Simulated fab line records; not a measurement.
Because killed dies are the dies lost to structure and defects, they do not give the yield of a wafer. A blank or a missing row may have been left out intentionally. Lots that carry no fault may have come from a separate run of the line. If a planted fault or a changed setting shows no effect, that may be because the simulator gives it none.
Matching of chambers ; flow gf180mcu ; GF_STI_ETCH_14 on rie-si-02: 4 sister chambers
The step etches Si in HBr/Cl2/O2, target depth 360 nm, time 102.9 s. 16 wafers are shown with their chamber, then 8 later ones without.

EACH WAFER AND ITS CHAMBER
wafer;chamber;drypump-motor-current-A (A);oes-product-au (a.u.);throttle-valve-pct (%)
L604.2;0;5.2;1.026;25.636
L604.3;3;6.3;0.991;25.659
L604.4;2;5.4;0.996;25.644
L607.2;3;6.3;0.997;25.654
L607.3;0;5.2;1.033;25.633
L607.6;0;5.2;1.032;25.631
L609.3;2;5.4;0.979;25.672
L609.4;1;5.8;0.979;25.671
L609.5;1;5.8;0.967;25.673
L616.1;1;5.8;0.983;25.676
L616.4;0;5.2;1.033;25.634
L616.5;3;6.2;1.003;25.661
L623.1;0;5.2;1.018;25.660
L623.3;2;5.4;0.993;25.672
L623.6;2;5.4;0.989;25.657
L624.1;1;5.7;0.988;25.674

SIGNATURES (means of the wafers above)
reading;chamber 0;chamber 1;chamber 2;chamber 3;scatter within a chamber
drypump-motor-current-A;5.200;5.775;5.400;6.267;0.0344
oes-product-au;1.02840;0.97925;0.98925;0.99700;0.00734
throttle-valve-pct;25.63880;25.67350;25.66125;25.65800;0.00983
Rule: a wafer lies at a distance from a chamber equal to the root of the sum of squares, over the readings, of (its reading less the chamber's mean, divided by the reading's scatter). If the next closest chamber is less than 2 further off than the closest, the wafer can't be placed; otherwise it belongs to the closest. The scatter is the square root of a quotient: the sum, over the shown wafers, of each reading's squared deviation from its chamber's mean, divided by wafers minus chambers.

WAFERS WITHOUT THEIR CHAMBER
wafer;drypump-motor-current-A (A);oes-product-au (a.u.);throttle-valve-pct (%)
L624.3;5.2;1.027;25.644
L624.6;5.2;1.034;25.649
L625.3;5.4;0.992;25.661
L625.4;6.3;0.987;25.661
L625.6;5.8;0.989;25.663
L626.2;5.8;0.980;25.643
L626.4;5.4;0.988;25.672
L626.6;5.8;0.983;25.680

WHICH CHAMBER EACH ONE RAN IN
wafer;from the rows above;in truth
L624.3;0;0
L624.6;0;0
L625.3;2;2
L625.4;3;3
L625.6;1;1
L626.2;1;1
L626.4;2;2
L626.6;1;1
8 of 8 placed correctly. From these rows, 0 cannot be placed. Placed wrongly: 0.
